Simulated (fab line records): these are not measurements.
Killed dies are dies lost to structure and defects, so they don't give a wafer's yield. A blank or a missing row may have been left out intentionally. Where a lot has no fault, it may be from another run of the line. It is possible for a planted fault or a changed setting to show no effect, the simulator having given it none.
fab line records ; flow sky130 ; part 1 of 2: steps 1 to 29 of 42
record: lots: 5; wafers: 15; last_day: 49
route steps=708 shown LDD_LDN@298 SPACER@304 POLY_CUT@307 SD_P@320 RES_XHIGH@332
lots that met no fault: from a run of the same line without faults
start_h: hours from the record's opening day to when the first of the lot's shown wafers began ; wait_h: hours from the lot's prior step to this one ; " repeats the value in the row above ; L1.1+2: a single row standing in for several wafers ; - either no value or no given start ; * or withheld: withheld ; < > ~ a bound
route shown NAME@n: names a module that has steps shown in the file, with the first one's number in the route ; usual: mean/standard deviation of fault-free wafers ; same: alike in all rows ; chamber/n: place in a boat ; sites: the reading at each site ; _std_site: the values' standard deviation ; _edge_site: mean of outer sites minus mean of inner sites ; radius_mm: for every site, how far away it sits from the centre of the wafer ; mask NAME#n: copy n ; behind: the most recent tool/chamber to have shaped the wafer ; hold: what put the lot on hold/how long, in hours/how the hold closed ; device: the transistor (n, p or np) that didn't switch ; end of line: at the end of the route, the tests of the same wafers ; a step without rows: its recipe alone ; killed: at the first sort, the dies lost to defects and structure; wafer yield is something else ; map: a wafer's dies, x killed, . not, _ none there
set.NAME: setting as actually run; set.NAME@STEP: the setting as run at that earlier step ; model.NAME: the simulator's own value behind a step, which no gauge read
lots seen at some steps along the route; tables by step, rows by wafer
services: a tool's chamber out of use, with start hour (start_h, from the record's first day; less than 0 if before it), hours out, and reason
== steps ==
step: SKY_LDD_LDN_IMPLANT_09
recipe: species: As; energy_kev: 15; dose_cm2: 1.25e+13; tilt_deg: withheld; rotation_deg: 113
usual: beam_on_s: 9.99/0.19; rotation_deg: 113.00/0.028
same: implant_ion_amu: 75
lot.wafer;tool;chamber;start_h;wait_h;beam_on_s;rotation_deg
L078.1;implanter-01;0;558.62;0.1;9.90;113.01
L078.2;implanter-01;0;558.62;0.1;10.23;112.97
L078.3;implanter-01;0;558.62;0.1;10.39;112.99
L079.3;implanter-04;0;571.46;0.1;9.80;113.01
L079.4;implanter-04;0;571.46;0.1;10.08;112.98
L079.5;implanter-04;0;571.46;0.1;10.09;112.96
L084.3;implanter-03;0;624.71;0.1;9.73;113.00
L084.5;implanter-03;0;624.71;0.1;10.07;113.00
L084.6;implanter-03;0;624.71;0.1;10.22;112.99
L087.1;implanter-04;0;637.66;0.1;9.84;112.98
L087.2;implanter-04;0;637.66;0.1;10.03;112.97
L087.3;implanter-04;0;637.66;0.1;10.07;112.96
L093.2;implanter-01;0;681.04;0.1;9.88;113.02
L093.3;implanter-01;0;681.04;0.1;10.04;113.03
L093.6;implanter-01;0;681.04;0.1;10.15;113.00
step: SKY_LDD_LDN_IMPLANT_10
recipe: species: As; energy_kev: 15; dose_cm2: 1.25e+13; tilt_deg: withheld; rotation_deg: 203
usual: beam_on_s: 10.01/0.22; rotation_deg: 203.00/0.039
same: implant_ion_amu: 75
lot.wafer;tool;chamber;start_h;wait_h;beam_on_s;rotation_deg
L078.1;implanter-01;0;558.77;0.1;10.01;202.90
L078.2;implanter-01;0;558.77;0.1;10.02;203.00
L078.3;implanter-01;0;558.77;0.1;9.72;203.01
L079.3;implanter-04;0;571.61;0.1;9.87;203.02
L079.4;implanter-04;0;571.61;0.1;10.27;203.00
L079.5;implanter-04;0;571.61;0.1;10.59;202.97
L084.3;implanter-03;0;624.86;0.1;9.94;202.97
L084.5;implanter-03;0;624.86;0.1;10.09;203.03
L084.6;implanter-03;0;624.86;0.1;9.83;202.99
L087.1;implanter-04;0;637.81;0.1;9.87;202.99
L087.2;implanter-04;0;637.81;0.1;10.00;203.00
L087.3;implanter-04;0;637.81;0.1;9.89;202.98
L093.2;implanter-01;0;681.19;0.1;9.99;202.97
L093.3;implanter-01;0;681.19;0.1;9.99;202.98
L093.6;implanter-01;0;681.19;0.1;10.02;202.98
step: SKY_LDD_LDN_IMPLANT_11
recipe: species: As; energy_kev: 15; dose_cm2: 1.25e+13; tilt_deg: withheld; rotation_deg: 293
usual: beam_on_s: 9.99/0.21; rotation_deg: 293.00/0.055
same: implant_ion_amu: 75
lot.wafer;tool;chamber;start_h;wait_h;beam_on_s;rotation_deg
L078.1;implanter-01;0;558.92;0.1;9.62;292.96
L078.2;implanter-01;0;558.92;0.1;10.10;292.97
L078.3;implanter-01;0;558.92;0.1;10.15;292.97
L079.3;implanter-04;0;571.76;0.1;10.05;293.06
L079.4;implanter-04;0;571.76;0.1;10.27;292.97
L079.5;implanter-04;0;571.76;0.1;10.25;292.95
L084.3;implanter-03;0;625.01;0.1;9.95;293.12
L084.5;implanter-03;0;625.01;0.1;10.19;292.97
L084.6;implanter-03;0;625.01;0.1;10.08;293.04
L087.1;implanter-04;0;637.96;0.1;9.93;293.01
L087.2;implanter-04;0;637.96;0.1;9.86;292.95
L087.3;implanter-04;0;637.96;0.1;9.81;293.01
L093.2;implanter-01;0;681.34;0.1;9.98;292.94
L093.3;implanter-01;0;681.34;0.1;10.09;293.03
L093.6;implanter-01;0;681.34;0.1;9.94;292.97
step: SKY_LDD_LDN_STRIP_12
recipe: chemistry: O2/N2; power_w: 1400; pressure_mtorr: 1500; platen_temp_c: withheld; o2_flow_sccm: 3000; n2_flow_sccm: 300; overash_fraction: 0.5
usual: drypump_motor_current_A: 5.8/0.61; oes_product_au: 0.715/0.0049; strip_time_to_endpoint_s: 14.19/0.045
lot.wafer;tool;chamber;start_h;wait_h;drypump_motor_current_A;oes_product_au;rf_hours_counter_h;strip_time_to_endpoint_s
L078.1;plasma_asher-02;1;559.07;0.1;5.8;0.714;41;14.18
L078.2;plasma_asher-02;0;559.07;0.1;6.3;0.705;41;14.13
L078.3;plasma_asher-02;1;559.07;0.1;5.9;0.702;-;14.14
L079.3;plasma_asher-04;0;571.89;0.1;6.8;0.713;-;14.19
L079.4;plasma_asher-04;1;571.89;0.1;5.3;0.717;-;14.16
L079.5;plasma_asher-04;0;571.89;0.1;6.8;0.718;-;14.18
L084.3;plasma_asher-04;1;625.15;0.1;5.3;0.709;-;14.17
L084.5;plasma_asher-04;0;625.15;0.1;6.8;0.724;-;14.19
L084.6;plasma_asher-04;1;625.15;0.1;5.3;0.717;-;14.16
L087.1;plasma_asher-01;1;638.11;0.1;5.4;0.722;21;14.26
L087.2;plasma_asher-01;0;638.11;0.1;5.2;0.714;21;14.28
L087.3;plasma_asher-01;0;638.11;0.1;5.2;0.718;-;14.17
L093.2;plasma_asher-04;1;681.47;0.1;5.3;0.712;88;14.20
L093.3;plasma_asher-04;0;681.47;0.1;6.8;0.722;-;14.17
L093.6;plasma_asher-04;0;681.47;0.1;6.8;0.709;-;14.19
step: SKY_LDD_LDN_TW_MEAS_13
usual: LDD_LDN_TW: 1470/9.2
lot.wafer;tool;chamber;start_h;wait_h;LDD_LDN_TW
L078.1;film_metro-02;-;559.17;0.1;1473
L078.2;film_metro-02;-;559.17;0.1;1471
L078.3;film_metro-02;-;559.17;0.1;1478
L079.3;film_metro-01;-;571.98;0.1;1465
L079.4;film_metro-01;-;571.98;0.1;1464
L079.5;film_metro-01;-;571.98;0.1;1465
L084.3;film_metro-03;-;625.23;0.1;1469
L084.5;film_metro-03;-;625.23;0.1;1470
L084.6;film_metro-03;-;625.23;0.1;1467
L087.1;film_metro-03;-;638.21;0.1;1468
L087.2;film_metro-03;-;638.21;0.1;1467
L087.3;film_metro-03;-;638.21;0.1;1469
L093.2;film_metro-01;-;681.58;0.1;1456
L093.3;film_metro-01;-;681.58;0.1;1454
L093.6;film_metro-01;-;681.58;0.1;1461
step: SKY_LDD_LDN_CLEAN_14
recipe: chemistry: SC1/SC2; mix: 1:4:20; temp_c: 70; time_s: 150; dry: n2_spin
usual: bath_guard_temp_C: 69.9/0.48
same: time_s: 150
lot.wafer;tool;chamber;start_h;wait_h;bath_guard_temp_C
L078.1;wet_bench-04;2;559.23;0.1;70.4
L078.2;wet_bench-04;2;559.23;0.1;70.5
L078.3;wet_bench-04;2;559.23;0.1;70.0
L079.3;wet_bench-02;3;572.02;0.0;69.7
L079.4;wet_bench-02;3;572.02;0.0;69.7
L079.5;wet_bench-02;3;572.02;0.0;69.4
L084.3;wet_bench-02;0;625.27;0.0;69.9
L084.5;wet_bench-02;0;625.27;0.0;70.0
L084.6;wet_bench-02;0;625.27;0.0;70.0
L087.1;wet_bench-02;1;638.27;0.1;70.1
L087.2;wet_bench-02;1;638.27;0.1;69.9
L087.3;wet_bench-02;1;638.27;0.1;69.8
L093.2;wet_bench-02;1;681.63;0.0;70.0
L093.3;wet_bench-02;1;681.63;0.0;70.2
L093.6;wet_bench-02;1;681.63;0.0;70.1
step: SKY_SPACER_CVD_00
recipe: material: Si3N4; precursor: DCS/NH3; target_thk_nm: 43.1; temp_c: 770; time_s: 740; pressure_mtorr: 250
usual: zone_power_centre_pct: 14.7/1.3
same: time_s: 740
lot.wafer;tool;chamber;start_h;wait_h;zone_power_centre_pct
L078.1;lpcvd-02;0;559.28;0.0;15.8
L078.2;lpcvd-02;0;559.28;0.0;15.8
L078.3;lpcvd-02;0;559.28;0.0;15.9
L079.3;lpcvd-02;0;572.07;0.0;15.5
L079.4;lpcvd-02;0;572.07;0.0;15.7
L079.5;lpcvd-02;0;572.07;0.0;15.7
L084.3;lpcvd-02;0;626.39;1.1;15.6
L084.5;lpcvd-02;0;626.39;1.1;15.5
L084.6;lpcvd-02;0;626.39;1.1;15.5
L087.1;lpcvd-02;1;638.32;0.0;13.3
L087.2;lpcvd-02;1;638.32;0.0;13.2
L087.3;lpcvd-02;1;638.32;0.0;13.2
L093.2;lpcvd-02;0;683.09;1.4;15.6
L093.3;lpcvd-02;0;683.09;1.4;15.5
L093.6;lpcvd-02;0;683.09;1.4;15.8
step: SKY_SPACER_THK_MEAS_01
recipe: reads: Si3N4_of_SPACER_CVD_00
usual: SPACER_CVD_00_THK: 43.1/0.44
lot.wafer;tool;chamber;start_h;wait_h;SPACER_CVD_00_THK[nm]
L078.1;film_metro-04;-;560.48;0.0;43.0
L078.2;film_metro-04;-;560.48;0.0;42.9
L078.3;film_metro-04;-;560.48;0.0;43.0
L079.3;film_metro-02;-;573.30;0.0;42.7
L079.4;film_metro-02;-;573.30;0.0;43.0
L079.5;film_metro-02;-;573.30;0.0;43.0
L084.3;film_metro-01;-;627.62;0.0;44.5
L084.5;film_metro-01;-;627.62;0.0;43.8
L084.6;film_metro-01;-;627.62;0.0;43.8
L087.1;film_metro-02;-;639.53;0.0;42.5
L087.2;film_metro-02;-;639.53;0.0;43.1
L087.3;film_metro-02;-;639.53;0.0;42.8
L093.2;film_metro-01;-;684.30;0.0;43.4
L093.3;film_metro-01;-;684.30;0.0;43.5
L093.6;film_metro-01;-;684.30;0.0;43.3
step: SKY_SPACER_ETCHBACK_02
recipe: chemistry: CH3F/O2; target: Si3N4; stop_on: SiO2; source_w: 400; bias_w: 80; pressure_mtorr: 25; ch3f_flow_sccm: 40; O2_flow_sccm: 30; time_s: 46.7; target_depth_a: 450
usual: drypump_motor_current_A: 5.6/0.36; oes_product_au: 0.854/0.0071; throttle_valve_pct: 10.562/0.0085
same: time_s: 46.7
lot.wafer;tool;chamber;start_h;wait_h;drypump_motor_current_A;oes_product_au;rf_hours_counter_h;throttle_valve_pct
L078.1;rie_diel-02;3;560.54;0.1;5.4;0.859;31;10.556
L078.2;rie_diel-02;1;560.54;0.1;5.8;0.856;72;10.561
L078.3;rie_diel-02;0;560.54;0.1;5.7;0.860;30;10.578
L079.3;rie_diel-01;2;573.34;0.0;5.8;0.843;5;10.551
L079.4;rie_diel-01;1;573.34;0.0;5.5;0.853;-;10.561
L079.5;rie_diel-01;2;573.34;0.0;5.8;0.848;-;10.553
L084.3;rie_diel-01;1;627.66;0.0;5.5;0.868;8;10.555
L084.5;rie_diel-01;0;627.66;0.0;4.9;0.861;-;10.552
L084.6;rie_diel-01;1;627.66;0.0;5.5;0.865;-;10.561
L087.1;rie_diel-01;3;639.59;0.1;5.5;0.847;62;10.556
L087.2;rie_diel-01;1;639.59;0.1;5.5;0.849;8;10.573
L087.3;rie_diel-01;2;639.59;0.1;5.8;0.854;6;10.566
L093.2;rie_diel-02;0;684.35;0.0;5.7;0.860;33;10.547
L093.3;rie_diel-02;2;684.35;0.0;6.2;0.857;45;10.559
L093.6;rie_diel-02;3;684.35;0.0;5.3;0.860;-;10.565
step: SKY_POLY_CUT_DEHYDRATE_00
recipe: temp_c: 200; time_s: 60
same: time_s: 60
lot.wafer;tool;chamber;start_h;wait_h
L078.1+2+3;litho_track-03;0;573.57;13.0
L079.3+4+5;litho_track-04;0;587.63;14.3
L084.3+5+6;litho_track-02;0;640.78;13.1
L087.1+2+3;litho_track-02;0;652.58;13.0
L093.2+3+6;litho_track-02;0;697.20;12.8
step: SKY_POLY_CUT_HMDS_01
recipe: prime_time_s: 60; prime_temp_c: 120
lot.wafer;tool;chamber;start_h;wait_h
L078.1+2+3;litho_track-03;0;573.72;0.1
L079.3+4+5;litho_track-04;0;587.78;0.1
L084.3+5+6;litho_track-02;0;640.93;0.1
L087.1+2+3;litho_track-02;0;652.73;0.1
L093.2+3+6;litho_track-02;0;697.35;0.1
step: SKY_POLY_CUT_COAT_02
recipe: resist: BARC; temp_c: withheld; time_s: withheld; spin_rpm: 3000; resist_thk_nm: 60
lot.wafer;tool;chamber;start_h;wait_h
L078.1+2+3;litho_track-03;0;573.87;0.1
L079.3+4+5;litho_track-04;0;587.93;0.1
L084.3+5+6;litho_track-02;0;641.08;0.1
L087.1+2+3;litho_track-02;0;652.88;0.1
L093.2+3+6;litho_track-02;0;697.50;0.1
step: SKY_POLY_CUT_COAT_03
recipe: resist: KrF-thick; spin_rpm: 3000; resist_thk_nm: 450
lot.wafer;tool;chamber;start_h;wait_h
L078.1+2+3;litho_track-03;0;-;-
L079.3+4+5;litho_track-04;0;-;-
L084.3+5+6;litho_track-02;0;-;-
L087.1+2+3;litho_track-02;0;-;-
L093.2+3+6;litho_track-02;0;-;-
step: SKY_POLY_CUT_SOFTBAKE_04
recipe: temp_c: 100; time_s: 90; resist: KrF-thick
same: time_s: 90
lot.wafer;tool;chamber;start_h;wait_h
L078.1+2+3;litho_track-03;0;-;-
L079.3+4+5;litho_track-04;0;-;-
L084.3+5+6;litho_track-02;0;-;-
L087.1+2+3;litho_track-02;0;-;-
L093.2+3+6;litho_track-02;0;-;-
step: SKY_POLY_CUT_EXPOSE_05
recipe: mask_id: NPCM; na: 0.8; source_shape: annular; sigma_inner: 0.55; sigma_outer: 0.85; target_cd_nm: 270; dose_mj: 32
same: sigma_inner: 0.55
lot.wafer;tool;chamber;start_h;wait_h;mask
L078.1+2+3;krf_scanner-02;0;-;-;NPCM#0
L079.3+4+5;krf_scanner-01;0;-;-;NPCM#0
L084.3+5+6;krf_scanner-01;0;-;-;NPCM#0
L087.1+2+3;krf_scanner-02;0;-;-;NPCM#0
L093.2+3+6;krf_scanner-01;0;-;-;NPCM#0
step: SKY_POLY_CUT_PEB_06
recipe: peb_temp_c: withheld; peb_time_s: withheld; resist: KrF-thick
lot.wafer;tool;chamber;start_h;wait_h
L078.1+2+3;litho_track-02;0;-;-
L079.3+4+5;litho_track-03;0;-;-
L084.3+5+6;litho_track-04;0;-;-
L087.1+2+3;litho_track-02;0;-;-
L093.2+3+6;litho_track-03;0;-;-
step: SKY_POLY_CUT_DEVELOP_07
recipe: develop_time_s: 60; resist: KrF-thick; dev_temp_c: 21
lot.wafer;tool;chamber;start_h;wait_h
L078.1+2+3;litho_track-02;0;-;-
L079.3+4+5;litho_track-03;0;-;-
L084.3+5+6;litho_track-04;0;-;-
L087.1+2+3;litho_track-02;0;-;-
L093.2+3+6;litho_track-03;0;-;-
step: SKY_POLY_CUT_CD_MEAS_08
recipe: target_cd_nm: 270
usual: cd_nm: 269.5/1.5
lot.wafer;tool;chamber;start_h;wait_h;cd_nm
L078.1;cd_sem-02;-;588.93;-;271.4
L078.2;cd_sem-02;-;588.93;-;271.3
L078.3;cd_sem-02;-;588.93;-;269.8
L079.3;cd_sem-01;-;601.76;-;268.4
L079.4;cd_sem-01;-;601.76;-;269.2
L079.5;cd_sem-01;-;601.76;-;270.1
L084.3;cd_sem-01;-;655.07;-;271.2
L084.5;cd_sem-01;-;655.07;-;270.3
L084.6;cd_sem-01;-;655.07;-;270.0
L087.1;cd_sem-01;-;667.18;-;270.0
L087.2;cd_sem-01;-;667.18;-;271.5
L087.3;cd_sem-01;-;667.18;-;270.1
L093.2;cd_sem-01;-;711.74;-;270.9
L093.3;cd_sem-01;-;711.74;-;272.7
L093.6;cd_sem-01;-;711.74;-;271.7
step: SKY_POLY_CUT_OVL_MEAS_09
usual: POLY_CUT_OVL: -2/5.7
lot.wafer;tool;chamber;start_h;wait_h;POLY_CUT_OVL[nm]
L078.1;overlay-02;-;589.05;0.1;2
L078.2;overlay-02;-;589.05;0.1;0
L078.3;overlay-02;-;589.05;0.1;4
L079.3;overlay-01;-;601.85;0.1;5
L079.4;overlay-01;-;601.85;0.1;0
L079.5;overlay-01;-;601.85;0.1;0
L084.3;overlay-02;-;655.17;0.1;5
L084.5;overlay-02;-;655.17;0.1;-9
L084.6;overlay-02;-;655.17;0.1;-6
L087.1;overlay-02;-;667.30;0.1;-6
L087.2;overlay-02;-;667.30;0.1;0
L087.3;overlay-02;-;667.30;0.1;-10
L093.2;overlay-02;-;711.85;0.1;5
L093.3;overlay-02;-;711.85;0.1;4
L093.6;overlay-02;-;711.85;0.1;6
step: SKY_POLY_CUT_ETCH_10
recipe: chemistry: N2/H2; target: BARC; ion_energy_ev: 200; source_w: 500; bias_w: 100; pressure_mtorr: 30; n2_flow_sccm: 100; h2_flow_sccm: 200; stop_on: SiO2; time_s: 45.9; target_depth_a: 600
usual: drypump_motor_current_A: 5.6/0.38; oes_product_au: 0.855/0.0042; throttle_valve_pct: 13.224/0.0089
same: time_s: 45.9
lot.wafer;tool;chamber;start_h;wait_h;drypump_motor_current_A;oes_product_au;rf_hours_counter_h;throttle_valve_pct
L078.1;rie_diel-02;3;589.08;0.0;5.4;0.851;32;13.201
L078.2;rie_diel-02;1;589.08;0.0;5.8;0.851;72;13.217
L078.3;rie_diel-02;0;589.08;0.0;5.7;0.860;30;13.240
L079.3;rie_diel-04;1;601.88;0.0;6.1;0.847;63;13.246
L079.4;rie_diel-04;1;601.88;0.0;6.2;0.860;-;13.224
L079.5;rie_diel-04;2;601.88;0.0;5.1;0.858;-;13.221
L084.3;rie_diel-03;3;655.19;0.0;6.1;0.859;0;13.224
L084.5;rie_diel-03;3;655.19;0.0;6.0;0.853;-;13.220
L084.6;rie_diel-03;0;655.19;0.0;5.6;0.855;-;13.228
L087.1;rie_diel-03;2;667.33;0.0;5.4;0.852;46;13.249
L087.2;rie_diel-03;0;667.33;0.0;5.7;0.859;9;13.231
L087.3;rie_diel-03;1;667.33;0.0;6.1;0.851;1;13.227
L093.2;rie_diel-02;3;711.88;0.0;5.4;0.865;35;13.225
L093.3;rie_diel-02;2;711.88;0.0;6.2;0.860;46;13.224
L093.6;rie_diel-02;1;711.88;0.0;5.8;0.853;-;13.224
step: SKY_POLY_CUT_ETCH_11
recipe: target: Si3N4; chemistry: CF4/CH2F2/Ar; stop_on: poly-Si; source_w: 600; bias_w: 150; pressure_mtorr: 40; cf4_flow_sccm: 40; ch2f2_flow_sccm: 20; Ar_flow_sccm: 150; time_s: 42.5; target_depth_a: 600
usual: drypump_motor_current_A: 5.6/0.38; oes_product_au: 0.829/0.0068; throttle_valve_pct: 14.994/0.01
same: time_s: 42.5
lot.wafer;tool;chamber;start_h;wait_h;drypump_motor_current_A;oes_product_au;rf_hours_counter_h;throttle_valve_pct
L078.1;rie_diel-02;3;589.13;0.0;5.4;0.819;32;14.984
L078.2;rie_diel-02;1;589.13;0.0;5.8;0.819;72;15.001
L078.3;rie_diel-02;0;589.13;0.0;5.7;0.820;30;15.001
L079.3;rie_diel-04;1;601.92;0.0;6.1;0.820;63;14.994
L079.4;rie_diel-04;1;601.92;0.0;6.1;0.822;-;15.005
L079.5;rie_diel-04;2;601.92;0.0;5.2;0.823;-;14.989
L084.3;rie_diel-03;3;655.23;0.0;6.0;0.824;0;14.990
L084.5;rie_diel-03;3;655.23;0.0;6.0;0.822;-;15.005
L084.6;rie_diel-03;0;655.23;0.0;5.6;0.831;-;14.977
L087.1;rie_diel-03;2;667.38;0.0;5.4;0.821;46;14.981
L087.2;rie_diel-03;0;667.38;0.0;5.6;0.835;9;14.982
L087.3;rie_diel-03;1;667.38;0.0;6.0;0.836;1;15.007
L093.2;rie_diel-02;3;711.92;0.0;5.3;0.831;35;14.986
L093.3;rie_diel-02;2;711.92;0.0;6.3;0.825;46;14.978
L093.6;rie_diel-02;1;711.92;0.0;5.8;0.828;-;14.982
step: SKY_POLY_CUT_STRIP_12
recipe: chemistry: O2/N2; power_w: 1400; pressure_mtorr: 1500; platen_temp_c: withheld; o2_flow_sccm: 3000; n2_flow_sccm: 300; overash_fraction: 0.5
usual: drypump_motor_current_A: 5.8/0.38; oes_product_au: 0.452/0.0044; strip_time_to_endpoint_s: 5.355/0.02
lot.wafer;tool;chamber;start_h;wait_h;drypump_motor_current_A;oes_product_au;rf_hours_counter_h;strip_time_to_endpoint_s
L078.1;plasma_asher-02;1;589.17;0.0;5.9;0.456;44;5.343
L078.2;plasma_asher-02;0;589.17;0.0;6.3;0.448;44;5.331
L078.3;plasma_asher-02;0;589.17;0.0;6.3;0.453;-;5.367
L079.3;plasma_asher-03;0;601.99;0.1;5.8;0.447;-;5.356
L079.4;plasma_asher-03;1;601.99;0.1;5.3;0.449;-;5.377
L079.5;plasma_asher-03;0;601.99;0.1;5.8;0.454;-;5.334
L084.3;plasma_asher-03;1;655.31;0.1;5.3;0.446;-;5.336
L084.5;plasma_asher-03;0;655.31;0.1;5.8;0.448;-;5.349
L084.6;plasma_asher-03;1;655.31;0.1;5.3;0.455;-;5.356
L087.1;plasma_asher-03;0;667.42;0.0;5.8;0.454;96;5.367
L087.2;plasma_asher-03;1;667.42;0.0;5.4;0.451;96;5.362
L087.3;plasma_asher-03;0;667.42;0.0;5.8;0.461;-;5.367
L093.2;plasma_asher-02;0;711.96;0.0;6.3;0.457;56;5.363
L093.3;plasma_asher-02;1;711.96;0.0;5.9;0.456;-;5.342
L093.6;plasma_asher-02;1;711.96;0.0;5.9;0.452;-;5.361
step: SKY_SD_P_DEHYDRATE_00
recipe: temp_c: 200; time_s: 60
same: time_s: 60
lot.wafer;tool;chamber;start_h;wait_h
L078.1+2+3;litho_track-01;0;601.92;12.7
L079.3+4+5;litho_track-03;0;615.37;13.3
L084.3+5+6;litho_track-01;0;668.42;13.1
L087.1+2+3;litho_track-03;0;680.72;13.3
L093.2+3+6;litho_track-02;0;724.50;12.5
step: SKY_SD_P_HMDS_01
recipe: prime_time_s: 60; prime_temp_c: 120
lot.wafer;tool;chamber;start_h;wait_h
L078.1+2+3;litho_track-01;0;602.07;0.1
L079.3+4+5;litho_track-03;0;615.52;0.1
L084.3+5+6;litho_track-01;0;668.57;0.1
L087.1+2+3;litho_track-03;0;680.87;0.1
L093.2+3+6;litho_track-02;0;724.65;0.1
step: SKY_SD_P_COAT_02
recipe: resist: NOVOLAK; spin_rpm: 3000; resist_thk_nm: 1140
lot.wafer;tool;chamber;start_h;wait_h
L078.1+2+3;litho_track-01;0;602.22;0.1
L079.3+4+5;litho_track-03;0;615.67;0.1
L084.3+5+6;litho_track-01;0;668.72;0.1
L087.1+2+3;litho_track-03;0;681.02;0.1
L093.2+3+6;litho_track-02;0;724.80;0.1
step: SKY_SD_P_SOFTBAKE_03
recipe: temp_c: 90; time_s: 60; resist: NOVOLAK
same: time_s: 60
lot.wafer;tool;chamber;start_h;wait_h
L078.1+2+3;litho_track-01;0;602.37;0.1
L079.3+4+5;litho_track-03;0;615.82;0.1
L084.3+5+6;litho_track-01;0;668.87;0.1
L087.1+2+3;litho_track-03;0;681.17;0.1
L093.2+3+6;litho_track-02;0;724.95;0.1
step: SKY_SD_P_EXPOSE_04
recipe: mask_id: PSDM; na: 0.6; source_shape: conventional; sigma_outer: 0.6; polarization: unpolarized; target_cd_nm: 380; dose_mj: 138
lot.wafer;tool;chamber;start_h;wait_h;mask
L078.1+2+3;iline_stepper-01;0;-;-;PSDM#0
L079.3+4+5;iline_stepper-02;0;-;-;PSDM#0
L084.3+5+6;iline_stepper-02;0;-;-;PSDM#0
L087.1+2+3;iline_stepper-02;0;-;-;PSDM#0
L093.2+3+6;iline_stepper-02;0;-;-;PSDM#0
step: SKY_SD_P_PEB_05
recipe: temp_c: withheld; time_s: *; resist: NOVOLAK
same: time_s: *
lot.wafer;tool;chamber;start_h;wait_h
L078.1+2+3;litho_track-03;0;-;-
L079.3+4+5;litho_track-01;0;-;-
L084.3+5+6;litho_track-01;0;-;-
L087.1+2+3;litho_track-03;0;-;-
L093.2+3+6;litho_track-01;0;-;-
step: SKY_SD_P_DEVELOP_06
recipe: resist: NOVOLAK; developer: TMAH; develop_time_s: 60; dev_temp_c: 23
lot.wafer;tool;chamber;start_h;wait_h
L078.1+2+3;litho_track-03;0;616.67;0.1
L079.3+4+5;litho_track-01;0;628.67;0.1
L084.3+5+6;litho_track-01;0;682.52;0.1
L087.1+2+3;litho_track-03;0;693.97;0.1
L093.2+3+6;litho_track-01;0;738.75;0.1
